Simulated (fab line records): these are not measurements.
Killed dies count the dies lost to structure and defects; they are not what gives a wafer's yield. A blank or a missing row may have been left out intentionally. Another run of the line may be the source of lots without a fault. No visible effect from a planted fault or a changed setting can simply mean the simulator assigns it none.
Code-filled problem report in 8D (eight disciplines) form -- flow sky130 -- the parts of the form that need people (team, actions taken, sign-off) are left out

## 1. WHAT WENT WRONG
Across 9 wafers from 3 lots, POLY_GATE_CVD_00_THK at SKY_POLY_GATE_THK_MEAS_01 averages 152.6 nm, while fault-free wafers read 179.6 nm with a standard deviation of 1.6. Measured from the usual mean, that is -17 standard deviations.
First seen on wafer L763.1, day 18 17:19, on film-metro-01. Wafers with a number at this step in the record: 27, from 9 lots. The rule behind "out" and "out of limits": a value lying over 4 standard deviations away from the usual mean. The other wafers with a number count as sound.

## 2. WHAT IT IS, AND WHAT IT ISN'T
question,is,is not
which readings at this step,POLY_GATE_CVD_00_THK,-
which lots,"L762, L763, L764","L751, L752, L753, L754, L758, L760"
which wafers of those lots,all that have a number,-
read on which gauges,"film-metro-01, film-metro-02, film-metro-04",-
when,from day 18 17:19,up to then (18 sound wafers)

## 3. THE SUSPECTS, EACH WITH WHAT RULES IT OUT
Counting: a tool at a process step up to the reading stays a suspect if it ran every lot that is out and no sound lot after the first of them.
- ruled out: the gauge at SKY_POLY_GATE_THK_MEAS_01. The wafers that are out were read on 3 gauges (film-metro-01, film-metro-02, film-metro-04).
- lpcvd-01 at SKY_POLY_GATE_CVD_00 (deposits poly-Si, target thk 180 nm, time 720 s): kept. All lots that are out passed through it, beginning with L763 at day 18 16:07, and no sound lot followed; its final sound lot before that point was L760 at day 17 11:59.
After counting, what remains is lpcvd-01 at SKY_POLY_GATE_CVD_00.

## 4. THE CAUSE (what the simulator had put in)
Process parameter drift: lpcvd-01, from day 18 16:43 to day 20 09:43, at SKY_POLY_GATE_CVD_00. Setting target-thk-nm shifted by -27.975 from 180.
The count eliminated every tool but this one.

## 5. THE CHAIN OF EFFECTS, in route order
One row per reading whose mean, taken over the struck wafers that have a number, lies over 3 standard deviations from the usual. Readings are gone through only where the record gives a usual standard deviation; hours: the median, over the lots, of the time from a lot's start at the first step in this table giving one to that lot's start at this step; sigmas: the change measured in usual standard deviations.
hours,step,reading,usual,on struck wafers,change,sigmas
0,SKY_POLY_GATE_THK_MEAS_01,POLY_GATE_CVD_00_THK,179.6 nm,152.6,-27.0,-17
63,SKY_POLY_GATE_ETCH_17,oes-product-au,0.986 a.u.,0.885,-0.101,-14
Process steps it contains:
- SKY_POLY_GATE_ETCH_17: etches poly-Si in HBr/Cl2, stops on SiO2, target depth 180 nm, time 70.5 s.
Later measuring or inspecting steps at which every struck wafer that the step has a row for has a number for every such reading, and none has moved that far: SKY_METAL1_CD_MEAS_15.

## 6. HOW IT WOULD HAVE BEEN CAUGHT EARLIER
In this record the first reading out of limits at a measuring or inspecting step was taken at day 18 17:19, 1 hour after the fault began at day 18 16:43.
An alarm limit of 4 standard deviations would not have fired on the tool readings at SKY_POLY_GATE_CVD_00 for which the record gives a usual standard deviation, since none of them was out on any struck wafer.
Lots out: 3; of these, L764 started SKY_POLY_GATE_CVD_00 on lpcvd-01 after day 18 17:19. Had the tool been put on hold then, it would have been spared.
